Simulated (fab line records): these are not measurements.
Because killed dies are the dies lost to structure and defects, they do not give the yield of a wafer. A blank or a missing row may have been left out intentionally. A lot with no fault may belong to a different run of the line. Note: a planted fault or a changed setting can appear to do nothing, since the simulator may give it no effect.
Problem report in the 8D (eight disciplines) form, filled by code | flow sky130 | the parts of the form that need people (team, actions taken, sign-off) are left out

1. WHAT IS WRONG
Across 6 wafers from 2 lots, FIELD_ISO_OXIDATION_01_THK at SKY_FIELD_ISO_THK_MEAS_23 averages 6.01 nm, while fault-free wafers read 9.96 nm with a standard deviation of 0.22. That puts it -18 standard deviations away from the usual mean.
First observed at day 5 00:00: wafer L782.2, on film_metro-01. The record holds 36 wafers of 12 lots with a number at this step. Rule for "out" (also "out of limits"): further than 4 standard deviations from the usual mean. All remaining wafers that have a number are taken as sound.

2. WHAT IT IS; WHAT IT IS NOT
question                    | is                           | is not
which readings at this step | FIELD_ISO_OXIDATION_01_THK   | -
which lots                  | L782, L783                   | L771, L772, L774, L775, L776, L778, L779, L780, L781, L792
which wafers of those lots  | all that have a number       | -
read on which gauges        | film_metro-01, film_metro-04 | film_metro-02
when                        | from day 5 00:00             | up to then (27 sound wafers); but 3 sound wafers of L792 came after

3. WHAT RULES OUT EACH SUSPECT
Counting: a tool at any process step up to the reading remains a suspect when it ran all the lots that are out and ran no sound lot after the first of those.
- the gauge at SKY_FIELD_ISO_THK_MEAS_23: ruled out. Those wafers that are out were read across 2 gauges (film_metro-01, film_metro-04).
- furnace-01 at SKY_FIELD_ISO_OXIDATION_22 (stabilise 600 s, purge 300 s, target thk 10 nm): kept. It ran every lot that is out, first L782 (day 4 22:49), and no sound lot after that; its last sound lot up to then is L781 (day 4 16:03). On those wafers its own readings are out: spike_tc_bottom_C, spike_tc_centre_C, spike_tc_lower_C, spike_tc_top_C, spike_tc_upper_C, tube_center_temp_C, tube_center_temp_C_max, zone_power_upper_pct.
The count leaves furnace-01 at SKY_FIELD_ISO_OXIDATION_22.

4. THE CAUSE (what the simulator had put in)
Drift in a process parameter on furnace-01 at SKY_FIELD_ISO_OXIDATION_22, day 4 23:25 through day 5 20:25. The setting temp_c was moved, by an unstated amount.
This tool alone remained once counting was done.

5. THE EFFECT CHAIN, in route order
Each row: a reading whose mean over the struck wafers that have a number lies more than 3 standard deviations from the usual. Only readings whose record carries a usual standard deviation are examined. hours: median over the lots of the time between each lot's start at the first step of this table that gives one and its start at this step. sigmas: the change, counted in usual standard deviations.
hours | step                       | reading                    | usual   | on struck wafers | change | sigmas
0     | SKY_FIELD_ISO_OXIDATION_22 | spike_tc_bottom_C          | 966 C   | 915              | -51    | -12
0     | SKY_FIELD_ISO_OXIDATION_22 | spike_tc_centre_C          | 950.5 C | 904.6            | -45.9  | -42
0     | SKY_FIELD_ISO_OXIDATION_22 | spike_tc_lower_C           | 949.8 C | 903.4            | -46.4  | -42
0     | SKY_FIELD_ISO_OXIDATION_22 | spike_tc_top_C             | 963.8 C | 916.7            | -47.1  | -48
0     | SKY_FIELD_ISO_OXIDATION_22 | spike_tc_upper_C           | 950.2 C | 904.0            | -46.2  | -52
0     | SKY_FIELD_ISO_OXIDATION_22 | tube_center_temp_C         | 950 C   | 903              | -47    | -99 or more
0     | SKY_FIELD_ISO_OXIDATION_22 | tube_center_temp_C_max     | 952.4   | 905.7            | -46.7  | -99 or more
0     | SKY_FIELD_ISO_OXIDATION_22 | zone_power_upper_pct       | 19.4 %  | 16.5             | -2.9   | -4.3
1     | SKY_FIELD_ISO_THK_MEAS_23  | FIELD_ISO_OXIDATION_01_THK | 9.96 nm | 6.01             | -3.95  | -18
Its process steps:
- SKY_FIELD_ISO_OXIDATION_22: stabilise 600 s, purge 300 s, target thk 10 nm.

6. HOW IT WOULD HAVE BEEN CAUGHT EARLIER
In this record the first reading out of limits at a measuring or inspecting step was taken at day 5 00:00, 1 hour after the fault began at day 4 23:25.
The tool's own readings at SKY_FIELD_ISO_OXIDATION_22 were out on every struck wafer that the step has a row for (spike_tc_bottom_C, spike_tc_centre_C, spike_tc_lower_C, spike_tc_top_C, spike_tc_upper_C, tube_center_temp_C, tube_center_temp_C_max, zone_power_upper_pct): an alarm limit on them would have fired on the first of those.
The start of SKY_FIELD_ISO_OXIDATION_22 on furnace-01 came by day 5 00:00 for every one of the lots that are out (2). Had the tool been put on hold then, not one of them would have been saved.
